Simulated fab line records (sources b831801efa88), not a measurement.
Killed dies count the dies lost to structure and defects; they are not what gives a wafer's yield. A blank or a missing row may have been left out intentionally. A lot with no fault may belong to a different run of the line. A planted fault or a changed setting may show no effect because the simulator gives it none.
A lot that was struck, set against a sound lot + flow sky130 + 15 out of 708 route steps
Sound: wafers L240.2, L240.3, L240.5. Struck: wafers L237.1, L237.2, L237.5. At the end, the cause is stated.
At each step with rows: each side's tool, then ch and its chambers, then its first start. Under that, the readings that differ: sound wafers + struck wafers + difference of the means + sigmas: that difference in standard deviations of wafers without a fault.
alike: a reading whose means differ by less than 2 such deviations, as well as words and numbers matching on both sides. not compared: withheld readings; readings where some wafer has no value; bounds like >300 that might hide an equal value; numbers whose values overlap and for which the record gives no deviation.
Wherever a step has rows on one side only, a row that says differs or no value, or a row with sigmas, the two part there. When numbers do not overlap yet have no deviation, they are printed without sigmas and do not part them. Lack of a reading on every wafer of one side parts them only where that side has two or more wafers.

first, 2 steps without rows for these wafers: SKY_SALICIDE_CLEAN_00 (cleans in HF-last, time 30 s); SKY_LI_CONTACT_HDPCVD_00 (deposits PSG, target thk 930 nm, time 150 s).
SKY_LI_CONTACT_THK_MEAS_01:
  sound on film metro-03 at day 33 04:13; struck on film metro-01 at day 32 22:17
  alike: LI_CONTACT_HDPCVD_THK
SKY_LI_CONTACT_CMP_02: polishes PSG.
  sound on cmp-02 ch 0,1,2, day 33 04:16; struck on cmp-01 ch 1,2, day 32 22:23
  alike: head pressure psi, motor current A, time to endpoint s
SKY_LI_CONTACT_BOW_MEAS_03:
  sound on film metro-03 at day 33 04:35; struck on film metro-03 at day 32 22:38
  alike: LI_CONTACT_BOW
then, 7 steps without rows for these wafers: SKY_LI_CONTACT_DEHYDRATE_04 (time 60 s); SKY_LI_CONTACT_HMDS_05 (prime time 60 s); SKY_LI_CONTACT_COAT_06 (resist thk 60 nm); SKY_LI_CONTACT_COAT_07 (resist thk 450 nm); SKY_LI_CONTACT_SOFTBAKE_08 (time 90 s); SKY_LI_CONTACT_EXPOSE_09 (exposes mask LICM1, target cd 170 nm); SKY_LI_CONTACT_PEB_10.
SKY_LI_CONTACT_DEVELOP_11: develop time 60 s.
  sound on litho track-03 ch 0, day 34 07:00; struck on litho track-02 ch 0, day 34 01:00
| reading              | sound             | struck            | difference | sigmas |
|----------------------|-------------------|-------------------|------------|--------|
| developer temp C (C) | 21.09 20.95 21.02 | 23.14 23.12 23.22 | +2.14      | +21    |
  alike: chill plate temp C
SKY_LI_CONTACT_CD_MEAS_12: target cd 170 nm.
  sound on cd sem-02 at day 34 07:20; struck on cd sem-01 at day 34 01:47
  alike: cd nm
-- here the record skips 15 days between the struck wafers' starts before and after, leaving off in module LI_CONTACT and picking up in module PAD_OPEN (first step shown: number 708 of the route) --
SKY_PAD_OPEN_PROBE_99:
  sound on prober-01 at day 49 19:30; struck on prober-02 at day 49 12:46
  alike: killed_at_M0_to_M3, killed_at_M4_up, killed at contacts, killed at front end, killed at other, killed dies, killed open, killed short

== WHERE THEY PART ==
At SKY_LI_CONTACT_DEVELOP_11 and nowhere else, as far as this record goes. Later steps at which nothing parts them and some readings are alike: SKY_LI_CONTACT_CD_MEAS_12, SKY_PAD_OPEN_PROBE_99.

WHY: what had been put in by the simulator
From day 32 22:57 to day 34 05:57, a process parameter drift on litho track-02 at SKY_LI_CONTACT_DEVELOP_11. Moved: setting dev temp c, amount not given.
